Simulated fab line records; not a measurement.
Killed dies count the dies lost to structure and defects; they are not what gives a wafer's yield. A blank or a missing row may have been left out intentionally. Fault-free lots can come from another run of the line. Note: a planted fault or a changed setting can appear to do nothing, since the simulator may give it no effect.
fab line records	flow sky130
record lots=7	wafers=21	lastDay=49
route steps=708 shown LDD_N@245 LDD_P@255 PAD_OPEN@708
lots with no fault: from the same line, run without faults
startH: start of the lot's first displayed wafer, in hours after the record's first day	waitH: hours since the lot's step before	" the same as in the row above	L1.1+2: one row covering several wafers at once	- no value, or no start given	* or withheld: withheld	< > ~ a bound
route shown NAME@n: NAME is a module with steps in the file, n the number in the route of the first one	usual: mean/standard deviation of fault-free wafers	same: alike in all rows	chamber/n: place in a boat	sites: readings site by site	_std_site: standard deviation across them	_edge_site: mean of outer sites minus mean of inner sites	radiusMm: how far each site lies from the wafer's centre	mask NAME#n: copy n	behind: the last tool/chamber to shape the wafer	hold: the reason the lot was held/the length of the hold in hours/how it ended	device: the n, p or np transistor that did not switch	end of line: tests run on the same wafers once the route is complete	for a step that has no rows: nothing shown but its recipe	killed: not the wafer's yield, but the dies lost to structure and defects at the first sort	map: dies across one wafer; x = killed, . = not, _ = none there
set.NAME: setting as actually run; set.NAME@STEP: the setting as run at that earlier step	model.NAME: the simulator's own value behind a step, which no gauge read
lots seen at some steps along the route; tables by step, rows by wafer
services: the hour from which a tool's chamber was out of use, counted from the record's first day as startH (under 0 if before that day), plus the number of hours and why
## steps
# step SKY_LDD_N_IMPLANT_08
# recipe species=As	energyKev=20	doseCm2=7.5e+13	tiltDeg=withheld	rotationDeg=23
# step SKY_LDD_N_IMPLANT_09
# recipe species=As	energyKev=20	doseCm2=7.5e+13	tiltDeg=withheld	rotationDeg=113
# step SKY_LDD_N_IMPLANT_10
# recipe species=As	energyKev=20	doseCm2=7.5e+13	tiltDeg=withheld	rotationDeg=203
# step SKY_LDD_N_IMPLANT_11
# recipe species=As	energyKev=20	doseCm2=7.5e+13	tiltDeg=withheld	rotationDeg=293
# step SKY_LDD_N_IMPLANT_12
# recipe species=BF2	energyKev=50	doseCm2=5e+12	tiltDeg=30	rotationDeg=0
# step SKY_LDD_N_IMPLANT_13
# recipe species=BF2	energyKev=50	doseCm2=5e+12	tiltDeg=30	rotationDeg=90
# step SKY_LDD_N_IMPLANT_14
# recipe species=BF2	energyKev=50	doseCm2=5e+12	tiltDeg=30	rotationDeg=180
# step SKY_LDD_N_IMPLANT_15
# recipe species=BF2	energyKev=50	doseCm2=5e+12	tiltDeg=30	rotationDeg=270
# step SKY_LDD_N_STRIP_16
# recipe chemistry=O2/N2	powerW=1400	pressureMtorr=1500	platenTempC=withheld	o2FlowSccm=3000	n2FlowSccm=300	overashFraction=0.5
# usual drypumpMotorCurrentA=5.89/0.3	oesProductAu=0.408/0.0048	stripTimeToEndpointS=4.311/0.016
# same overashFraction=0.5
lot.wafer	tool	chamber	startH	waitH	drypumpMotorCurrentA	oesProductAu	rfHoursCounterH	stripTimeToEndpointS
L190.4	plasmaAsher-04	0	440.93	0.1	5.56	0.416	-	4.312
L190.5	"	0	"	"	5.57	0.406	-	4.327
L190.6	"	1	"	"	5.90	0.404	-	4.323
L191.1	plasmaAsher-03	0	456.00	0.1	5.39	0.404	32	4.322
L191.2	"	1	"	"	6.42	0.399	32	4.314
L191.5	"	1	"	"	6.45	0.410	-	4.327
L198.2	plasmaAsher-02	1	506.52	0.1	6.10	0.410	8	4.334
L198.5	"	1	"	"	6.11	0.402	-	4.333
L198.6	"	0	"	"	5.84	0.403	-	4.342
L199.1	plasmaAsher-02	1	516.96	0.1	6.12	0.415	9	4.316
L199.2	"	0	"	"	5.85	0.406	9	4.310
L199.5	"	1	"	"	6.14	0.409	-	4.316
L201.1	plasmaAsher-04	0	535.47	0.1	5.59	0.408	91	4.312
L201.3	"	0	"	"	5.59	0.404	-	4.313
L201.6	"	0	"	"	5.59	0.411	-	4.291
L203.1	plasmaAsher-03	1	543.07	0.1	6.46	0.408	39	4.312
L203.3	"	0	"	"	5.39	0.405	-	4.314
L203.6	"	0	"	"	5.39	0.408	-	4.290
L204.1	plasmaAsher-02	0	560.41	0.1	5.89	0.413	13	4.326
L204.2	"	1	"	"	6.18	0.412	13	4.316
L204.3	"	1	"	"	6.13	0.401	-	4.314
# step SKY_LDD_N_TW_MEAS_17
# usual LDD_N_TW=2569/19
lot.wafer	tool	chamber	startH	waitH	LDD_N_TW
L190.4	filmMetro-01	-	441.03	0.1	2540
L190.5	"	-	"	"	2550
L190.6	"	-	"	"	2560
L191.1	filmMetro-04	-	456.10	0.1	2576
L191.2	"	-	"	"	2583
L191.5	"	-	"	"	2572
L198.2	filmMetro-01	-	506.63	0.1	2543
L198.5	"	-	"	"	2540
L198.6	"	-	"	"	2553
L199.1	filmMetro-01	-	517.06	0.1	2555
L199.2	"	-	"	"	2559
L199.5	"	-	"	"	2550
L201.1	filmMetro-03	-	535.57	0.1	2592
L201.3	"	-	"	"	2578
L201.6	"	-	"	"	2575
L203.1	filmMetro-04	-	543.17	0.1	2589
L203.3	"	-	"	"	2584
L203.6	"	-	"	"	2580
L204.1	filmMetro-01	-	560.51	0.1	2541
L204.2	"	-	"	"	2537
L204.3	"	-	"	"	2550
# step SKY_LDD_P_DEHYDRATE_00
# recipe tempC=200	timeS=60
# step SKY_LDD_P_HMDS_01
# recipe primeTimeS=60	primeTempC=120
# step SKY_LDD_P_COAT_02
# recipe resist=NOVOLAK	spinRpm=3000	resistThkNm=1140
# usual spinSpeedRpm=2999.9/1.8
lot.wafer	tool	chamber	startH	waitH	spinSpeedRpm	model.NOVOLAK_of_LDD_P_COAT_02.thkNm
L190.4	lithoTrack-03	0	456.20	0.1	3001.0	1148
L190.5	"	0	"	"	2999.7	1145
L190.6	"	0	"	"	2997.8	1145
L191.1	lithoTrack-01	0	471.46	0.1	3000.0	1134
L191.2	"	0	"	"	3000.8	1138
L191.5	"	0	"	"	3003.2	1140
L198.2	lithoTrack-01	0	521.59	0.1	3046.8	1126
L198.5	"	0	"	"	3046.7	1127
L198.6	"	0	"	"	3045.0	1131
L199.1	lithoTrack-01	0	531.61	0.1	3042.2	1132
L199.2	"	0	"	"	3046.1	1131
L199.5	"	0	"	"	3043.4	1134
L201.1	lithoTrack-01	0	550.61	0.1	3047.4	1131
L201.3	"	0	"	"	3043.3	1134
L201.6	"	0	"	"	3046.6	1130
L203.1	lithoTrack-03	0	557.97	0.1	2999.9	1143
L203.3	"	0	"	"	2998.0	1145
L203.6	"	0	"	"	3000.1	1142
L204.1	lithoTrack-02	0	574.21	0.1	2998.3	1141
L204.2	"	0	"	"	2999.2	1141
L204.3	"	0	"	"	3001.2	1144
# step SKY_LDD_P_SOFTBAKE_03
# recipe tempC=90	timeS=60	resist=NOVOLAK
# step SKY_LDD_P_EXPOSE_04
# recipe maskId=PSDM	na=0.6	sourceShape=conventional	sigmaOuter=0.6	polarization=unpolarized	targetCdNm=380	doseMj=138
# step SKY_LDD_P_PEB_05
# recipe tempC=withheld	timeS=*	resist=NOVOLAK
# step SKY_LDD_P_DEVELOP_06
# recipe resist=NOVOLAK	developer=TMAH	developTimeS=60	devTempC=23
lot.wafer	tool	chamber	startH	waitH	model.NOVOLAK_of_LDD_P_COAT_02.thkNm
L190.4	lithoTrack-03	0	471.75	0.1	1147
L190.5	"	0	"	"	1144
L190.6	"	0	"	"	1145
L191.1	lithoTrack-02	0	486.41	0.1	1134
L191.2	"	0	"	"	1137
L191.5	"	0	"	"	1140
L198.2	lithoTrack-03	0	536.09	0.1	1126
L198.5	"	0	"	"	1127
L198.6	"	0	"	"	1130
L199.1	lithoTrack-01	0	546.46	0.1	1132
L199.2	"	0	"	"	1131
L199.5	"	0	"	"	1133
L201.1	lithoTrack-03	0	565.07	0.1	1131
L201.3	"	0	"	"	1134
L201.6	"	0	"	"	1130
L203.1	lithoTrack-01	0	572.01	0.1	1143
L203.3	"	0	"	"	1144
L203.6	"	0	"	"	1141
L204.1+2	lithoTrack-01	0	589.46	0.1	1140
L204.3	"	0	"	"	1144
# step SKY_LDD_P_CD_MEAS_07
# recipe targetCdNm=380
# usual cdNm=380.3/2.3
lot.wafer	tool	chamber	startH	waitH	cdNm
L190.4	cdSem-02	-	471.88	0.1	375.0
L190.5	"	-	"	"	376.4
L190.6	"	-	"	"	375.7
L191.1	cdSem-02	-	486.56	0.1	378.5
L191.2	"	-	"	"	379.7
L191.5	"	-	"	"	379.2
L198.2	cdSem-02	-	536.24	0.1	382.6
L198.5	"	-	"	"	381.3
L198.6	"	-	"	"	380.0
L199.1	cdSem-02	-	546.61	0.1	382.9
L199.2	"	-	"	"	383.7
L199.5	"	-	"	"	379.3
L201.1	cdSem-01	-	565.22	0.1	380.3
L201.3	"	-	"	"	381.4
L201.6	"	-	"	"	380.1
L203.1	cdSem-01	-	572.16	0.1	381.0
L203.3	"	-	"	"	379.7
L203.6	"	-	"	"	381.2
L204.1	cdSem-01	-	589.61	0.1	379.4
L204.2	"	-	"	"	380.6
L204.3	"	-	"	"	379.8
# step SKY_LDD_P_OVL_MEAS_08
# usual LDD_P_OVL=0.1/1.4
lot.wafer	tool	chamber	startH	waitH	LDD_P_OVL[nm]
L190.4	overlay-02	-	471.96	0.1	1.6
L190.5	"	-	"	"	0.0
L190.6	"	-	"	"	0.3
L191.1	overlay-01	-	486.68	0.1	2.8
L191.2	"	-	"	"	1.8
L191.5	"	-	"	"	2.0
L198.2	overlay-02	-	536.35	0.1	1.0
L198.5	"	-	"	"	-0.2
L198.6	"	-	"	"	0.5
L199.1	overlay-01	-	546.73	0.1	-0.3
L199.2	"	-	"	"	0.4
L199.5	"	-	"	"	-0.8
L201.1	overlay-02	-	565.34	0.1	-0.6
L201.3	"	-	"	"	2.8
L201.6	"	-	"	"	0.9
L203.1	overlay-02	-	572.28	0.1	2.1
L203.3	"	-	"	"	2.2
L203.6	"	-	"	"	1.6
L204.1	overlay-02	-	589.73	0.1	-0.4
L204.2	"	-	"	"	-1.3
L204.3	"	-	"	"	0.1
# step SKY_LDD_P_IMPLANT_09
# recipe species=BF2	energyKev=25	doseCm2=1e+13	tiltDeg=withheld
# step SKY_LDD_P_STRIP_10
# recipe chemistry=O2/N2	powerW=1400	pressureMtorr=1500	platenTempC=withheld	o2FlowSccm=3000	n2FlowSccm=300	overashFraction=0.5
# usual drypumpMotorCurrentA=5.8/0.46	oesProductAu=0.716/0.0041	stripTimeToEndpointS=14.18/0.034
# same overashFraction=0.5
lot.wafer	tool	chamber	startH	waitH	drypumpMotorCurrentA	oesProductAu	rfHoursCounterH	stripTimeToEndpointS
L190.4	plasmaAsher-03	0	472.16	0.1	5.4	0.714	-	14.26
L190.5	"	0	"	"	5.4	0.721	-	14.25
L190.6	"	1	"	"	6.4	0.714	-	14.24
L191.1	plasmaAsher-02	1	486.86	0.1	6.1	0.717	6	14.12
L191.2	"	0	"	"	5.8	0.721	6	14.16
L191.5	"	0	"	"	5.8	0.722	-	14.18
L198.2	plasmaAsher-02	0	536.53	0.1	5.8	0.716	11	14.01
L198.5	"	1	"	"	6.1	0.718	-	14.02
L198.6	"	0	"	"	5.8	0.711	-	14.06
L199.1	plasmaAsher-03	0	546.92	0.1	5.4	0.714	40	14.08
L199.2	"	1	"	"	6.4	0.720	40	14.08
L199.5	"	0	"	"	5.4	0.717	-	14.10
L201.1	plasmaAsher-03	0	565.53	0.1	5.4	0.716	41	14.08
L201.3	"	0	"	"	5.4	0.718	-	14.13
L201.6	"	0	"	"	5.4	0.721	-	14.06
L203.1	plasmaAsher-03	0	572.47	0.1	5.4	0.719	42	14.22
L203.3	"	1	"	"	6.4	0.717	-	14.23
L203.6	"	0	"	"	5.4	0.725	-	14.19
L204.1	plasmaAsher-03	0	589.92	0.1	5.4	0.716	44	14.19
L204.2	"	1	"	"	6.4	0.722	44	14.16
L204.3	"	0	"	"	5.4	0.715	-	14.23
# step SKY_LDD_P_TW_MEAS_11
# usual LDD_P_TW=635/4.9
lot.wafer	tool	chamber	startH	waitH	LDD_P_TW
L190.4	filmMetro-02	-	472.26	0.1	636
L190.5	"	-	"	"	638
L190.6	"	-	"	"	639
L191.1	filmMetro-02	-	486.96	0.1	640
L191.2	"	-	"	"	643
L191.5	"	-	"	"	641
L198.2	filmMetro-03	-	536.64	0.1	634
L198.5	"	-	"	"	635
L198.6	"	-	"	"	632
L199.1	filmMetro-03	-	547.02	0.1	635
L199.2	"	-	"	"	636
L199.5	"	-	"	"	638
L201.1	filmMetro-01	-	565.63	0.1	626
L201.3	"	-	"	"	630
L201.6	"	-	"	"	623
L203.1	filmMetro-02	-	572.57	0.1	637
L203.3	"	-	"	"	640
L203.6	"	-	"	"	636
L204.1	filmMetro-02	-	590.02	0.1	635
L204.2	"	-	"	"	641
L204.3	"	-	"	"	637
# step SKY_PAD_OPEN_PROBE_99
# usual killed_at_M0_to_M3=43/6.6	killed_at_M4_up=3.1/1.6	killedAtContacts=23/5.6	killedAtFrontEnd=15/4.2	killedAtOther=0.2/0.43	killedDies=85/9.3	killedOpen=46/6.6	killedShort=39/6.2
# same grossDies=492	killedAtBackSide=0
lot.wafer	tool	chamber	startH	waitH	killed_at_M0_to_M3	killed_at_M4_up	killedAtContacts	killedAtFrontEnd	killedAtOther	killedDies	killedOpen	killedShort
L190.4	prober-01	-	1095.62	0.2	47	4	25	10	0	86	48	38
L190.5	prober-01	-	1095.67	0.2	31	2	25	16	0	74	39	35
L190.6	prober-01	-	1095.72	0.2	37	3	16	9	0	65	43	22
L199.1	prober-02	-	1143.40	0.1	47	2	25	23	1	98	49	49
L199.2	prober-02	-	1143.45	0.1	53	1	14	15	0	83	48	35
L199.5	prober-02	-	1143.60	0.2	44	4	17	12	0	77	38	39
# killed by level:class
L190.4 CONTACT:geometricParticle:open=11 VIA1:geometricParticle:open=8 LI_CONTACT:geometricParticle:open=7 METAL2:geometricParticle:short=7 VIA2:geometricParticle:open=6 VIA3:geometricParticle:short=5 METAL1:geometricParticle:short=5 FIELD_ISO:geometricParticle:open=4
L190.5 CONTACT:geometricParticle:open=10 FIELD_ISO:geometricParticle:open=8 VIA1:geometricParticle:open=6 LOCAL_INTERCONNECT:geometricParticle:short=5 VIA3:geometricParticle:open=5 VIA1:geometricParticle:short=4 LI_CONTACT:geometricParticle:short=4 METAL1:geometricParticle:short=4
L190.6 VIA1:geometricParticle:open=11 METAL1:geometricParticle:short=8 VIA3:geometricParticle:open=8 LI_CONTACT:geometricParticle:open=5 CONTACT:geometricParticle:open=5 POLY_GATE:geometricParticle:open=4 VIA1:geometricParticle:short=4 VIA2:geometricParticle:open=4
L199.1 VIA1:geometricParticle:open=12 CONTACT:geometricParticle:open=8 FIELD_ISO:geometricParticle:short=7 CONTACT:geometricParticle:short=7 VIA1:geometricParticle:short=6 FIELD_ISO:geometricParticle:open=5 POLY_GATE:geometricParticle:open=5 LOCAL_INTERCONNECT:geometricParticle:short=5
L199.2 VIA1:geometricParticle:open=17 VIA2:geometricParticle:open=9 CONTACT:geometricParticle:open=8 FIELD_ISO:geometricParticle:short=7 VIA3:geometricParticle:open=6 METAL1:geometricParticle:short=5 METAL2:geometricParticle:short=5 FIELD_ISO:geometricParticle:open=4
L199.5 METAL1:geometricParticle:short=12 VIA1:geometricParticle:open=11 LI_CONTACT:geometricParticle:open=7 CONTACT:geometricParticle:open=7 VIA2:geometricParticle:short=5 VIA1:geometricParticle:short=4 METAL2:geometricParticle:short=4 FIELD_ISO:geometricParticle:open=3
## services
tool	chamber	startH	hours	kind
plasmaAsher-02	-	421.27	9.0	pm
plasmaAsher-02	0	421.27	9.0	ventCycle
plasmaAsher-02	1	421.27	9.0	ventCycle
plasmaAsher-02	0	430.27	-	clean
plasmaAsher-02	1	430.27	-	clean
plasmaAsher-02	-	444.39	0.4	repair
plasmaAsher-03	-	480.24	14.7	repair
plasmaAsher-03	-	506.24	0.6	repair
## key
firstSign step=SKY_LDD_P_COAT_02	reading=spinSpeedRpm	direction=up	sigmas=26	usual=2999.9	struck=3045.3
effect step=SKY_LDD_P_STRIP_10	reading=stripTimeToEndpointS	direction=down	sigmas=3.4	usual=*	struck=*
modelEffect step=SKY_LDD_P_COAT_02	value=NOVOLAK_of_LDD_P_COAT_02.thkNm	without=1139	struck=1131
modelEffect step=SKY_LDD_P_DEVELOP_06	value=NOVOLAK_of_LDD_P_COAT_02.thkNm	without=1139	struck=1130
metAt SKY_LDD_P_COAT_02
struckWafers L198.2,L198.5,L198.6,L199.1,L199.2,L199.5,L201.1,L201.3,L201.6
testerLeftOut L198,L199,L201
onsetBetween 471.46 521.59
fault kind=processParameterDrift	tool=lithoTrack-01	chamber=-	onsetH=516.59	steps=SKY_LDD_P_COAT_02	channel=spinRpm	offset=45.507	shape=step	endH=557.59	actsIn=theseRecipesOnly	stated=3000
# testerLeftOut: of these lots the tester's yield and bins aren't shown, on N5 and GAA mostly nor the transistor test; their killed dies are dies lost to structure and defects alone, not to doping, threshold or leakage, so they don't give the yield
